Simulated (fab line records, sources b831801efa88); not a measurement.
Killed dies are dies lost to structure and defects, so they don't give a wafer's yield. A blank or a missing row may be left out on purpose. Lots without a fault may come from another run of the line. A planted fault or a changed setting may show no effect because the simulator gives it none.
Split-lot experiment | flow gf180mcu | 5 lots, 23 wafers read, on a route of 602 steps

THE SPLIT
At GF_HV_LDD_DEVELOP_30 (develop time 60 s), the setting dev_temp_c was moved away from the recipe's 23 C on 7 of the 23 wafers read, by +5.5% to +14.7%. The other wafers ran this setting at the recipe's value.

The file shows no step between the split and the reading.

THE READING
cd_nm, in nm, at GF_HV_LDD_CD_MEAS_31 (target cd 400 nm). Fault-free wafers of this fab line usually give 399.8 nm, standard deviation 1.9 nm.

wafer  | tool, chamber at the split | dev_temp_c as run, C | against the recipe | cd_nm, nm | against lot-mates on the recipe
L074.1 | litho_track-03, 0          | 23                   | recipe             | 399.3     | -
L074.2 | litho_track-03, 0          | 23                   | recipe             | 401.7     | -
L074.4 | litho_track-03, 0          | 24.27                | +5.5%              | 395.5     | -4.9
L074.5 | litho_track-03, 0          | 24.27                | +5.5%              | 393.5     | -6.9
L074.6 | litho_track-03, 0          | 23                   | recipe             | 400.2     | -
L075.1 | litho_track-01, 0          | 23                   | recipe             | 399.8     | -
L075.5 | litho_track-01, 0          | 23                   | recipe             | 398.3     | -
L075.6 | litho_track-01, 0          | 23                   | recipe             | 398.1     | -
L078.1 | litho_track-01, 0          | 26.25                | +14.1%             | 388.9     | -10.0
L078.3 | litho_track-01, 0          | 23                   | recipe             | 399.9     | -
L078.4 | litho_track-01, 0          | 23                   | recipe             | 398.4     | -
L078.5 | litho_track-01, 0          | 23                   | recipe             | 398.5     | -
L078.6 | litho_track-01, 0          | 26.25                | +14.1%             | 388.7     | -10.2
L079.1 | litho_track-03, 0          | 23                   | recipe             | 401.8     | -
L079.3 | litho_track-03, 0          | 23                   | recipe             | 400.8     | -
L079.4 | litho_track-03, 0          | 23                   | recipe             | 400.8     | -
L079.5 | litho_track-03, 0          | 23                   | recipe             | 401.3     | -
L079.6 | litho_track-03, 0          | 23                   | recipe             | 400.5     | -
L085.1 | litho_track-01, 0          | 26.37                | +14.7%             | 386.9     | -13.3
L085.3 | litho_track-01, 0          | 26.37                | +14.7%             | 388.0     | -12.2
L085.4 | litho_track-01, 0          | 26.37                | +14.7%             | 387.2     | -13.0
L085.5 | litho_track-01, 0          | 23                   | recipe             | 399.3     | -
L085.6 | litho_track-01, 0          | 23                   | recipe             | 401.1     | -

THE FIT
A straight line over all 23 wafers: cd_nm changes by -0.839 nm for each +1% of dev_temp_c; r = -0.98; the points scatter about the line by 1.2 nm.
The same after taking each lot's own level away (the mean of its wafers on the recipe; 23 wafers): -0.822 nm for each +1%; r = -0.98; scatter 1 nm.
On that fit, the largest move of dev_temp_c shifts the reading by 12 nm.
The lots' own levels span 398.73 to 401.04 nm, that is 1.2 times the standard deviation above.
So the lot-to-lot level changes the slope little: the two slopes agree.
Check: with one of the wafers moved furthest among these (+14.7%) left out of the fit, the line predicts -11.9 nm for it against its lot-mates. It came out at -13.3 nm against them.

OTHER SPLITS ON THESE WAFERS
These wafers also went through other splits before the reading. Each is held against what the fit with the lots' levels taken away leaves over:
other split on the same wafers   | wafers away from the commonest value | r with cd_nm (lot level and that fit taken away)
GF_POLY_GATE_PEB_08 peb_temp_c   | 4                                    | +0.01
GF_POLY_GATE_ETCH_12 source_w    | 10                                   | -0.45
GF_POLY_GATE_OXIDATION_16 temp_c | 15                                   | +0.15
GF_HV_LDD_IMPLANT_09 dose_cm2    | 7                                    | -0.01

THE WHOLE CHAIN: every reading that the file lists as answering this split, in the file's order
step                 | what it does      | reading                                                       | change (the file's fit)               | r (the file's)
GF_HV_LDD_DEVELOP_30 | develop time 60 s | HV_LDD.cd_nm (the simulator's own value, which no gauge read) | -0.845 nm for each +1% of the setting | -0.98
GF_HV_LDD_CD_MEAS_31 | target cd 400 nm  | cd_nm                                                         | -0.818 nm for each +1% of the setting | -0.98

THE FILE'S OWN FIT
cd_nm changes by -0.818 nm for each +1% of dev_temp_c, r = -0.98.
